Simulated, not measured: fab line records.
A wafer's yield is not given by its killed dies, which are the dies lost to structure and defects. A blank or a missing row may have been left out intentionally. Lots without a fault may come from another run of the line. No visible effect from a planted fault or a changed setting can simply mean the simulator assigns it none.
Which tool did it?	flow sky130	72 wafers from 24 lots sampled at 6 of the route's 708 steps

== WHAT EACH GAUGE READ, for each wafer ==
SKY_VIA1_OVL_MEAS_13. Usual: for VIA1_OVL the level is 0 nm and the standard deviation is 4.4.
lot	measured	on	VIA1_OVL (nm)	flag
L074	day 34 02:15	overlay-02	-1 4 -2	
L075	day 34 07:25	overlay-01	2 6 1	
L076	day 34 18:12	overlay-01	0 0 3	
L077	day 35 19:21	overlay-02	0 11 -1	
L078	day 36 02:05	overlay-02	2 2 5	
L079	day 36 11:46	overlay-02	3 -1 3	
L081	day 36 18:49	overlay-02	2 -1 -1	
L080	day 36 20:30	overlay-01	-6 2 -1	
L082	day 37 13:05	overlay-02	-6 -3 1	
L084	day 37 15:53	overlay-01	5 0 9	
L083	day 37 18:32	overlay-01	-10 -2 -5	
L085	day 37 22:28	overlay-02	-2 0 4	
L086	day 38 04:16	overlay-02	-3 -14 0	
L087	day 39 00:08	overlay-01	1 10 3	
L088	day 39 01:37	overlay-01	-1 0 -3	
L089	day 39 06:29	overlay-01	-1 -1 -5	
L090	day 39 11:07	overlay-01	0 3 13	
L091	day 39 12:43	overlay-02	-2 -5 1	
L092	day 39 14:57	overlay-01	-6 -6 -8	
L093	day 40 04:08	overlay-01	10 7 -5	
L094	day 40 10:28	overlay-02	-2 2 8	
L095	day 40 22:15	overlay-02	2 1 -2	
L096	day 40 23:48	overlay-02	-3 -8 -5	
L097	day 41 00:52	overlay-01	1 5 4	

SKY_VIA2_BOW_MEAS_03. Usual: for VIA2_BOW the level is 85 um and the standard deviation is 7.2.
lot	measured	on	VIA2_BOW (um)	flag
L074	day 35 07:22	film-metro-03	85 83 70	
L075	day 35 12:11	film-metro-03	87 98 84	
L076	day 35 22:49	film-metro-02	84 77 80	
L077	day 37 00:40	film-metro-01	85 82 78	
L078	day 37 07:05	film-metro-02	92 89 93	
L079	day 37 16:38	film-metro-01	75 92 87	
L081	day 37 23:58	film-metro-03	76 88 77	
L080	day 38 01:40	film-metro-01	89 96 88	
L082	day 38 17:58	film-metro-01	89 90 93	
L084	day 38 20:56	film-metro-03	77 83 73	
L083	day 38 23:27	film-metro-01	88 91 90	
L085	day 39 03:25	film-metro-02	79 74 82	
L086	day 39 08:14	film-metro-03	83 91 87	
L087	day 40 03:59	film-metro-02	89 83 92	
L088	day 40 06:04	film-metro-01	101 90 87	
L089	day 40 10:21	film-metro-03	81 71 88	
L090	day 40 14:05	film-metro-01	92 95 90	
L091	day 40 16:35	film-metro-01	81 91 89	
L092	day 40 18:28	film-metro-03	101 86 98	
L093	day 41 07:28	film-metro-01	77 72 88	
L094	day 41 13:13	film-metro-02	78 67 91	
L095	day 42 01:00	film-metro-01	85 95 82	
L096	day 42 01:37	film-metro-02	80 89 79	
L097	day 42 03:10	film-metro-01	74 97 86	

SKY_VIA2_CD_MEAS_12: target cd 200 nm. Usual: cd-nm at 200.6 nm, with a standard deviation of 1.5.
lot	measured	on	cd-nm (nm)	flag
L074	day 36 09:46	cd-sem-01	199.9 200.0 201.0	
L075	day 36 14:42	cd-sem-01	201.8 201.6 201.8	
L076	day 37 00:44	cd-sem-01	200.6 198.7 198.5	
L077	day 38 02:55	cd-sem-01	198.2 197.5 197.0	
L078	day 38 09:25	cd-sem-02	200.2 200.7 201.0	
L079	day 38 18:41	cd-sem-01	200.1 199.6 197.7	
L081	day 39 01:17	cd-sem-02	199.4 200.2 198.7	
L080	day 39 03:33	cd-sem-01	199.5 201.1 199.3	
L082	day 39 19:07	cd-sem-01	202.2 201.6 201.9	
L084	day 39 21:52	cd-sem-01	199.1 201.2 202.6	
L083	day 39 23:40	cd-sem-01	202.9 199.9 201.4	
L085	day 40 03:58	cd-sem-02	201.1 199.3 200.4	
L086	day 40 09:00	cd-sem-02	203.9 203.1 203.4	
L087	day 41 04:22	cd-sem-02	200.4 200.3 200.1	
L088	day 41 06:04	cd-sem-02	200.4 200.1 198.5	
L089	day 41 10:26	cd-sem-02	202.2 202.0 203.5	
L090	day 41 13:21	cd-sem-02	199.1 201.4 200.4	
L091	day 41 16:32	cd-sem-01	202.3 200.6 201.5	
L092	day 41 18:14	cd-sem-01	201.5 200.8 201.6	
L093	day 42 06:19	cd-sem-01	200.4 200.5 200.1	
L094	day 42 12:22	cd-sem-01	199.8 198.5 200.0	
L095	day 42 23:58	cd-sem-02	203.0 200.6 201.7	
L096	day 43 00:40	cd-sem-01	198.5 199.4 198.9	
L097	day 43 02:00	cd-sem-02	200.3 200.8 201.9	

SKY_VIA2_RS_MEAS_22: the measuring method here is four-point-probe. Usual: for VIA2_W_RS the level is 0.2739 ohm/sq and the standard deviation is 0.0028.
lot	measured	on	VIA2_W_RS (ohm/sq)	flag
L074	day 36 10:48	film-metro-03	0.2706 0.2717 0.2700	
L075	day 36 15:45	film-metro-02	0.2718 0.2690 0.2742	
L076	day 37 01:48	film-metro-03	0.2746 0.2740 0.2755	
L077	day 38 03:57	film-metro-01	0.2718 0.2741 0.2777	
L078	day 38 10:27	film-metro-02	0.2776 0.2768 0.2702	
L079	day 38 19:43	film-metro-03	0.2716 0.2699 0.2738	
L081	day 39 02:19	film-metro-01	0.2772 0.2736 0.2748	
L080	day 39 04:44	film-metro-02	0.2743 0.2787 0.2775	
L082	day 39 20:10	film-metro-03	0.2724 0.2763 0.2737	
L084	day 39 22:56	film-metro-03	0.2748 0.2762 0.2738	
L083	day 40 00:42	film-metro-03	0.2719 0.2757 0.2732	
L085	day 40 05:01	film-metro-01	0.2781 0.2751 0.2723	
L086	day 40 10:05	film-metro-01	0.2691 0.2726 0.2706	
L087	day 41 05:25	film-metro-01	0.2717 0.2725 0.2733	
L088	day 41 07:07	film-metro-02	0.2731 0.2709 0.2819	
L089	day 41 11:35	film-metro-03	0.2745 0.2696 0.2658	
L090	day 41 14:30	film-metro-02	0.2756 0.2737 0.2752	
L091	day 41 17:37	film-metro-01	0.2748 0.2786 0.2785	
L092	day 41 19:17	film-metro-02	0.2787 0.2752 0.2764	
L093	day 42 07:22	film-metro-01	0.2777 0.2742 0.2700	
L094	day 42 13:25	film-metro-02	0.2772 0.2726 0.2720	
L095	day 43 01:01	film-metro-02	0.2730 0.2744 0.2790	
L096	day 43 01:43	film-metro-01	0.2774 0.2723 0.2762	
L097	day 43 03:04	film-metro-02	0.2786 0.2759 0.2732	

== EACH LOT AND THE TOOL THAT RAN IT (in order: tool; ch and the chambers of the sampled wafers; start) ==
lot	SKY_VIA1_CMP_24	SKY_METAL2_DESCUM_17
L074	cmp-01 ch 0,1,3, day 34 03:23	rie-metal-01 ch 0,1, day 35 06:05
L075	cmp-02 ch 0,1,2, day 34 08:29	rie-metal-02 ch 0,1, day 35 10:53
L076	cmp-02 ch 1,3, day 34 19:20	rie-metal-02 ch 0,1, day 35 21:32
L077	cmp-01 ch 2,3, day 35 20:27	rie-metal-02 ch 0, day 36 23:23
L078	cmp-01 ch 1,2,3, day 36 03:14	rie-metal-02 ch 0, day 37 05:38
L079	cmp-02 ch 1,2, day 36 12:51	rie-metal-03 ch 0,1, day 37 15:18
L081	cmp-01 ch 0,2, day 36 19:54	rie-metal-01 ch 1, day 37 22:30
L080	cmp-01 ch 2,3, day 36 21:35	rie-metal-01 ch 1, day 38 00:10
L082	cmp-02 ch 0,3, day 37 14:07	rie-metal-03 ch 0,1, day 38 16:36
L084	cmp-01 ch 1,2,3, day 37 17:02	rie-metal-01 ch 0,1, day 38 19:38
L083	cmp-01 ch 0,1,2, day 37 19:38	rie-metal-02 ch 0,1, day 38 22:11
L085	cmp-02 ch 0,1,3, day 37 23:31	rie-metal-03 ch 0,1, day 39 01:48
L086	cmp-01 ch 1,2,3, day 38 05:28	rie-metal-02 ch 0,1, day 39 06:55
L087	cmp-01 ch 1,2,3, day 39 01:14	rie-metal-01 ch 0,1, day 40 02:41
L088	cmp-01 ch 1,2,3, day 39 02:50	rie-metal-02 ch 0,1, day 40 04:13
L089	cmp-01 ch 0,2, day 39 07:32	rie-metal-02 ch 0,1, day 40 09:05
L090	cmp-01 ch 2,3, day 39 12:10	rie-metal-02 ch 0,1, day 40 12:47
L091	cmp-02 ch 0,2, day 39 13:52	rie-metal-03 ch 0,1, day 40 15:17
L092	cmp-01 ch 0,1,2, day 39 16:02	rie-metal-02 ch 0,1, day 40 17:11
L093	cmp-02 ch 2,3, day 40 05:28	rie-metal-01 ch 0,1, day 41 06:09
L094	cmp-01 ch 0,1,2, day 40 11:39	rie-metal-01 ch 0,1, day 41 11:53
L095	cmp-02 ch 1,2, day 40 23:18	rie-metal-02 ch 0, day 41 23:39
L096	cmp-01 ch 0,3, day 41 00:54	rie-metal-01 ch 0,1, day 42 00:20
L097	cmp-02 ch 0,1, day 41 01:58	rie-metal-01 ch 0,1, day 42 01:50
- SKY_VIA1_CMP_24: polishes, stops on SiO2, t overpolish 15 s, target thk 0 nm.
- SKY_METAL2_DESCUM_17: chemistry O2, time 8 s.

== WHAT THE TOOLS THEMSELVES READ (means of the sampled wafers that have a number; where no wafer has one, the mark that the record gives instead) ==
SKY_VIA1_CMP_24. Usual: motor-current-A 10.4 A, standard deviation 0.98; overpolish-run-s 15.000 s, standard deviation 0.0091; time-to-endpoint-s 67 s, standard deviation 3.4.
lot	tool	motor-current-A (A)	overpolish-run-s (s)	time-to-endpoint-s (s)	flag
L074	cmp-01	10.2	15.006	69	
L075	cmp-02	10.4	14.995	64	
L076	cmp-02	10.2	15.004	66	
L077	cmp-01	9.8	15.008	68	
L078	cmp-01	9.7	14.991	67	
L079	cmp-02	11.1	14.997	65	
L081	cmp-01	11.4	14.999	69	
L080	cmp-01	9.4	14.996	66	
L082	cmp-02	10.3	14.995	64	
L084	cmp-01	9.9	15.000	70	
L083	cmp-01	10.6	14.996	69	
L085	cmp-02	10.4	14.999	64	
L086	cmp-01	9.7	15.000	67	
L087	cmp-01	9.8	14.995	68	
L088	cmp-01	9.9	14.993	73	
L089	cmp-01	10.9	14.997	70	
L090	cmp-01	9.5	15.004	69	
L091	cmp-02	11.0	14.993	63	
L092	cmp-01	11.0	14.995	69	
L093	cmp-02	10.6	15.002	60	
L094	cmp-01	10.8	15.001	66	
L095	cmp-02	10.6	15.001	64	
L096	cmp-01	10.8	14.999	64	
L097	cmp-02	10.8	14.999	64	

SKY_METAL2_DESCUM_17. Usual: drypump-motor-current-A 5.5 A, standard deviation 0.81; he-backside-leak-sccm 3.36 sccm, standard deviation 0.21; oes-product-au 0.999 a.u., standard deviation 0.0085.
lot	tool	drypump-motor-current-A (A)	he-backside-leak-sccm (sccm)	oes-product-au (a.u.)	flag
L074	rie-metal-01	4.8	3.16	0.998	
L075	rie-metal-02	6.2	3.38	0.995	
L076	rie-metal-02	6.2	3.35	1.007	
L077	rie-metal-02	6.8	3.20	1.001	
L078	rie-metal-02	6.7	3.47	0.998	
L079	rie-metal-03	5.8	3.23	0.999	
L081	rie-metal-01	4.7	2.99	1.012	
L080	rie-metal-01	4.7	3.16	1.005	
L082	rie-metal-03	5.5	3.33	1.000	
L084	rie-metal-01	4.9	3.39	0.998	
L083	rie-metal-02	5.7	3.51	0.998	
L085	rie-metal-03	5.8	3.33	0.998	
L086	rie-metal-02	5.7	3.38	0.998	
L087	rie-metal-01	4.8	3.30	1.003	
L088	rie-metal-02	5.7	3.49	0.991	
L089	rie-metal-02	6.2	3.37	0.989	
L090	rie-metal-02	6.2	3.37	0.994	
L091	rie-metal-03	5.8	3.35	0.994	
L092	rie-metal-02	6.2	3.40	0.995	
L093	rie-metal-01	4.8	3.29	1.005	
L094	rie-metal-01	4.8	3.33	1.000	
L095	rie-metal-02	6.7	3.40	0.995	
L096	rie-metal-01	4.9	3.33	0.998	
L097	rie-metal-01	4.8	3.17	1.007	

== THE ANSWER, worked out from the rows above alone ==
Rule: lot off if the mean of its wafers having a number is beyond 3 standard deviations from the usual mean. A lot without any number at a reading at which 4 lots or more have one is off too. The other lots that the step has rows for count as sound. First the gauges in route order, then the tools' own readings, where a lot's mean is used as printed above. At the first step where some lot is off, the reading lying furthest off is the one used; lots without a number count as furthest.
Across all readings shown, no lot is off: no conclusion can be drawn from this.

== WHAT WAS PUT IN BY THE SIMULATOR ==
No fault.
